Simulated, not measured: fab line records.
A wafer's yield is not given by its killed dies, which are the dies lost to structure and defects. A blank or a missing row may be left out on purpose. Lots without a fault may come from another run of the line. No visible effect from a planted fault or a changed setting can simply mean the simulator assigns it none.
Which of the tools did it? / flow gf180mcu / 36 wafers from 12 lots sampled at 4 of the route's 602 steps

## WHAT EACH GAUGE READ, for each wafer
GF_V1_CD_MEAS_14 targets a cd of 260 nm. Usual: cd nm at 259.8 nm, with a standard deviation of 1.2.
lot=L512; measured=day 18 01:53; on=cd sem-02; cd nm (nm)=259.8 259.0 260.7; flag=
lot=L513; measured=day 18 09:13; on=cd sem-02; cd nm (nm)=260.0 259.6 259.1; flag=
lot=L514; measured=day 18 22:01; on=cd sem-01; cd nm (nm)=260.2 259.8 260.8; flag=
lot=L515; measured=day 19 04:43; on=cd sem-01; cd nm (nm)=260.0 260.2 260.2; flag=
lot=L517; measured=day 20 03:53; on=cd sem-01; cd nm (nm)=257.4 258.7 258.3; flag=
lot=L518; measured=day 20 08:43; on=cd sem-01; cd nm (nm)=258.5 260.5 260.2; flag=
lot=L522; measured=day 21 23:49; on=cd sem-02; cd nm (nm)=261.9 260.0 260.5; flag=
lot=L523; measured=day 22 09:23; on=cd sem-01; cd nm (nm)=260.7 261.9 260.5; flag=
lot=L527; measured=day 23 12:21; on=cd sem-02; cd nm (nm)=265.0 265.9 266.2; flag=OFF
lot=L531; measured=day 24 20:42; on=cd sem-02; cd nm (nm)=259.1 258.6 258.8; flag=
lot=L535; measured=day 25 23:53; on=cd sem-02; cd nm (nm)=260.5 261.5 259.3; flag=
lot=L534; measured=day 26 03:35; on=cd sem-01; cd nm (nm)=259.7 259.6 259.8; flag=

GF_V1_OVL_MEAS_15. Usual: for V1_OVL the level is -2 nm and the standard deviation is 5.7.
lot=L512; measured=day 18 01:58; on=overlay-02; V1_OVL (nm)=1 -6 1; flag=
lot=L513; measured=day 18 09:20; on=overlay-02; V1_OVL (nm)=4 -1 7; flag=
lot=L514; measured=day 18 22:07; on=overlay-01; V1_OVL (nm)=-3 -4 -7; flag=
lot=L515; measured=day 19 04:49; on=overlay-01; V1_OVL (nm)=-2 -3 -8; flag=
lot=L517; measured=day 20 04:00; on=overlay-01; V1_OVL (nm)=0 4 -1; flag=
lot=L518; measured=day 20 08:49; on=overlay-01; V1_OVL (nm)=0 -4 2; flag=
lot=L522; measured=day 21 23:54; on=overlay-01; V1_OVL (nm)=9 10 1; flag=
lot=L523; measured=day 22 09:30; on=overlay-02; V1_OVL (nm)=-4 -3 4; flag=
lot=L527; measured=day 23 12:28; on=overlay-02; V1_OVL (nm)=-12 -6 -11; flag=
lot=L531; measured=day 24 20:49; on=overlay-01; V1_OVL (nm)=9 8 8; flag=
lot=L535; measured=day 26 00:00; on=overlay-02; V1_OVL (nm)=-1 -1 -3; flag=
lot=L534; measured=day 26 03:42; on=overlay-01; V1_OVL (nm)=4 6 -1; flag=

GF_M3_THK_MEAS_06: measures by xrf. Usual: for M3_ALCU_THK the level is 459 nm and the standard deviation is 5.3.
lot=L512; measured=day 20 07:13; on=film metro-04; M3_ALCU_THK (nm)=457 459 454; flag=
lot=L513; measured=day 20 15:32; on=film metro-04; M3_ALCU_THK (nm)=454 452 460; flag=
lot=L514; measured=day 21 03:32; on=film metro-03; M3_ALCU_THK (nm)=452 454 449; flag=
lot=L515; measured=day 21 09:08; on=film metro-03; M3_ALCU_THK (nm)=460 459 462; flag=
lot=L517; measured=day 22 08:52; on=film metro-01; M3_ALCU_THK (nm)=456 450 448; flag=
lot=L518; measured=day 22 13:08; on=film metro-01; M3_ALCU_THK (nm)=453 454 454; flag=
lot=L522; measured=day 24 01:52; on=film metro-01; M3_ALCU_THK (nm)=460 458 459; flag=
lot=L523; measured=day 24 11:29; on=film metro-04; M3_ALCU_THK (nm)=468 466 469; flag=
lot=L527; measured=day 25 12:18; on=film metro-04; M3_ALCU_THK (nm)=459 457 457; flag=
lot=L531; measured=day 26 20:30; on=film metro-04; M3_ALCU_THK (nm)=466 465 463; flag=
lot=L535; measured=day 27 21:32; on=film metro-01; M3_ALCU_THK (nm)=453 457 456; flag=
lot=L534; measured=day 28 00:35; on=film metro-03; M3_ALCU_THK (nm)=453 445 449; flag=

## EACH LOT AND THE TOOL THAT RAN IT (in order: tool; ch and the chambers of the sampled wafers; start)
lot=L512; GF_V1_CVD_02=pecvd-04 ch 0,1, day 17 01:34
lot=L513; GF_V1_CVD_02=pecvd-01 ch 0,1,2, day 17 09:12
lot=L514; GF_V1_CVD_02=pecvd-02 ch 0,1,2, day 17 22:05
lot=L515; GF_V1_CVD_02=pecvd-04 ch 0,1,2, day 18 04:30
lot=L517; GF_V1_CVD_02=pecvd-02 ch 0,2, day 19 02:43
lot=L518; GF_V1_CVD_02=pecvd-02 ch 0,1, day 19 07:53
lot=L522; GF_V1_CVD_02=pecvd-01 ch 0,2, day 21 00:13
lot=L523; GF_V1_CVD_02=pecvd-01 ch 0,1, day 21 08:54
lot=L527; GF_V1_CVD_02=pecvd-02 ch 1,2, day 22 13:13
lot=L531; GF_V1_CVD_02=pecvd-04 ch 0,2, day 23 22:55
lot=L535; GF_V1_CVD_02=pecvd-01 ch 0,2, day 25 02:19
lot=L534; GF_V1_CVD_02=pecvd-01 ch 1,2, day 25 06:06
- GF_V1_CVD_02: deposits SiO2 from TEOS, target thk 850 nm, time 94.851 s.

## WHAT THE TOOLS THEMSELVES READ (means of the sampled wafers that have a number; where no wafer has one, the mark that the record gives instead)
GF_V1_CVD_02. Usual: heater power w at 657 W, with a standard deviation of 100.
lot=L512; tool=pecvd-04; heater power w (W)=760; flag=
lot=L513; tool=pecvd-01; heater power w (W)=614; flag=
lot=L514; tool=pecvd-02; heater power w (W)=668; flag=
lot=L515; tool=pecvd-04; heater power w (W)=791; flag=
lot=L517; tool=pecvd-02; heater power w (W)=692; flag=
lot=L518; tool=pecvd-02; heater power w (W)=774; flag=
lot=L522; tool=pecvd-01; heater power w (W)=618; flag=
lot=L523; tool=pecvd-01; heater power w (W)=550; flag=
lot=L527; tool=pecvd-02; heater power w (W)=697; flag=
lot=L531; tool=pecvd-04; heater power w (W)=717; flag=
lot=L535; tool=pecvd-01; heater power w (W)=615; flag=
lot=L534; tool=pecvd-01; heater power w (W)=587; flag=

## THE ANSWER, worked out from the rows above alone
Rule: a lot counts as off when the mean over its wafers that have a number is more than 3 standard deviations away from the usual mean. Also off: a lot with no number at a reading for which 4 or more lots have one. The other lots that the step has rows for count as sound. The gauges are gone through in route order, then the tools' own readings, and for those a lot's mean is taken as printed above. The first step at which some lot is off is used, and at that step the reading that is off furthest; a lot without a number counts as furthest.
Off: L527 (GF_V1_CD_MEAS_14, cd nm).
A tool fits if, at a process step before that reading, it ran every lot that is off, and no sound lot after the first of them. Those tools and the gauges at GF_V1_CD_MEAS_14 are tried in the same way. One fits: GF_V1_CVD_02 on pecvd-02. Its last sound lot is L518 (day 19 07:53), its first lot that is off L527 (day 22 13:13): a fault that began between those two fits.

## WHAT THE SIMULATOR HAD PUT IN
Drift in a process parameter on pecvd-02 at GF_V1_CVD_02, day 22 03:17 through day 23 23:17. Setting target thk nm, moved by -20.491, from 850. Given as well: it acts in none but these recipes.
Lots struck among those shown: L527. The same result came from the rule above.
